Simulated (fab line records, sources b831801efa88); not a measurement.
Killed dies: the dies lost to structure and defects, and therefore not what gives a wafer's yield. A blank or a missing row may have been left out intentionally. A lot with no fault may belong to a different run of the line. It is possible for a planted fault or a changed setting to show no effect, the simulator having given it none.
One fault seen from 2 desks    flow sky130    numbers are kept per desk, each desk with only its own; the story behind them comes last

## AT THE METROLOGY DESK
Lot by lot, what the gauges showed, no matter which tool ran the lot: averages of those sampled wafers that carry a number. If a lot's mean is further than 4 standard deviations from the usual mean, the lot is out of limits and carries the mark OUT (the distance appears in the brackets).
Columns: A = CONTACT_W_RS at SKY_CONTACT_RS_MEAS_25, usual 0.339 ohm/sq
lot   first seen here  A
L902  day 31 05:31     0.337
L903  day 31 21:41     0.339
L905  day 32 06:59     0.336
L907  day 33 05:03     0.339
L908  day 33 16:34     0.338
L909  day 33 23:59     0.334
L910  day 34 10:25     0.337
L912  day 34 18:01     0.341
L911  day 34 20:34     0.340
L919  day 36 21:14     0.325 (-4.3) OUT
L920  day 37 10:19     0.327
L922  day 37 20:03     0.340
This desk's finding: out of limits on L919; first on L919, day 36 21:14 (CONTACT_W_RS at SKY_CONTACT_RS_MEAS_25). L902, L903, L905, L907, L908, L909, L910, L912, L911, L920, L922: within limits.

## FOR THE TOOL OWNER'S DESK: cvd-w-02
The tool's own readings at SKY_CONTACT_CVD_24 (deposits W, target thk 340 nm, time 102.12 s): means of the sampled wafers that have a number, for each lot that ran on this tool. If a lot's mean is further than 4 standard deviations from the usual mean, the lot is out of limits and carries the mark OUT (the distance appears in the brackets).
Columns: A = chamber-pressure-Torr at SKY_CONTACT_CVD_24, usual 40.01 Torr; B = heater-power-outer-w at SKY_CONTACT_CVD_24, usual 516 W; C = heater-power-w at SKY_CONTACT_CVD_24, usual 842 W
lot   first seen here  A                B    C
L903  day 31 21:33     40.02            577  961
L909  day 33 23:51     40.12            520  895
L910  day 34 10:17     39.97            477  814
L912  day 34 17:54     39.96            531  894
L919  day 36 21:07     44.05 (+44) OUT  519  894
L920  day 37 10:05     43.89 (+42) OUT  580  977
This desk's finding: out of limits on L919, L920; first on L919, day 36 21:07 (chamber-pressure-Torr at SKY_CONTACT_CVD_24). L903, L909, L910, L912: within limits.

## TAKEN TOGETHER
The tool owner's desk had the chance to raise an alarm at day 36 21:07 on L919, L920.
Metrology desk: alarm possible at day 36 21:14 on L919.
The metrology desk holds a record of L920, inside its limits.
SKY_CONTACT_CVD_24 was run on cvd-w-02 by each of the lots named.

## WHAT HAD BEEN PUT IN BY THE SIMULATOR
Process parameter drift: cvd-w-02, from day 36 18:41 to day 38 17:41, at SKY_CONTACT_CVD_24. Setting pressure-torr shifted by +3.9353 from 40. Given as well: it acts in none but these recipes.
Lots struck among those shown: L919, L920.
Counting hours from when the fault started, the first reading out of limits came at 2 for the tool owner's desk and at 3 for the metrology desk.
